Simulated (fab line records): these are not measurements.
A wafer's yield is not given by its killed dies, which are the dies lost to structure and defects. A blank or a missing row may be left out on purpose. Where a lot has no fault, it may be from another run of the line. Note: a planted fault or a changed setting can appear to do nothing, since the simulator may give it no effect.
Matching of chambers | flow gf180mcu | GF_CONTACT_CMP_27 on cmp-01: 4 sister chambers
The step polishes, stops on SiO2, t overpolish 15 s, target thk 0 nm. 16 wafers are shown with their chamber, then 8 later ones without.

== WAFERS, EACH WITH ITS CHAMBER ==
wafer  | chamber | motor_current_A (A) | overpolish_run_s (s) | time_to_endpoint_s (s)
L193.4 | 3       | 11.8                | 15.006               | 72
L193.5 | 2       | 10.9                | 14.986               | 77
L193.6 | 1       | 11.5                | 15.011               | 72
L195.1 | 1       | 12.1                | 15.007               | 72
L195.2 | 0       | 12.6                | 14.997               | 75
L195.4 | 3       | 11.7                | 14.998               | 70
L197.2 | 3       | 12.2                | 14.993               | 77
L197.4 | 2       | 11.2                | 14.997               | 79
L197.6 | 1       | 11.9                | 15.001               | 76
L200.1 | 3       | 12.0                | 15.005               | 74
L200.3 | 1       | 11.7                | 15.009               | 76
L200.5 | 3       | 12.2                | 14.999               | 74
L203.2 | 0       | 12.6                | 14.998               | 76
L203.5 | 2       | 11.1                | 14.989               | 79
L203.6 | 1       | 12.0                | 15.028               | 79
L204.1 | 0       | 13.3                | 15.006               | 74

SIGNATURES, as means of the wafers listed above
reading            | chamber 0 | chamber 1 | chamber 2 | chamber 3 | scatter within a chamber
motor_current_A    | 12.833    | 11.840    | 11.067    | 11.980    | 0.26
overpolish_run_s   | 15.00033  | 15.01120  | 14.99067  | 15.00020  | 0.00729
time_to_endpoint_s | 75.00     | 75.00     | 78.33     | 73.40     | 2.38
Rule: a wafer's distance from a chamber is the root of the sum, over the readings, of the square of ((its reading less the chamber's mean) divided by the reading's scatter). If the next closest chamber is less than 2 further off than the closest, the wafer can't be placed; otherwise it belongs to the closest. The scatter: the root of (the sum of the squares of (reading less its chamber's mean) over the shown wafers, divided by (wafers less chambers)).

== WAFERS WITH NO CHAMBER GIVEN ==
wafer  | motor_current_A (A) | overpolish_run_s (s) | time_to_endpoint_s (s)
L204.2 | 10.6                | 15.012               | 74
L204.4 | 11.6                | 15.006               | 72
L213.1 | 11.1                | 14.997               | 74
L213.2 | 11.6                | 15.007               | 70
L213.6 | 12.6                | 15.019               | 71
L215.3 | 13.1                | 15.012               | 75
L215.4 | 12.2                | 15.008               | 72
L215.5 | 12.9                | 14.982               | 76

== CHAMBER TAKEN BY EACH ==
wafer  | from the rows above          | in truth
L204.2 | can't be placed: 2 or 1 or 3 | 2
L204.4 | can't be placed: 1 or 3      | 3
L213.1 | can't be placed: 2 or 3 or 1 | 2
L213.2 | can't be placed: 3 or 1      | 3
L213.6 | can't be placed: 0 or 1 or 3 | 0
L215.3 | 0                            | 0
L215.4 | can't be placed: 3 or 1 or 0 | 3
L215.5 | can't be placed: 0 or 3      | 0
1 of 8 placed correctly. Not placeable from these rows: 7 (in 7, the candidates include the true chamber). Placed wrongly: 0.
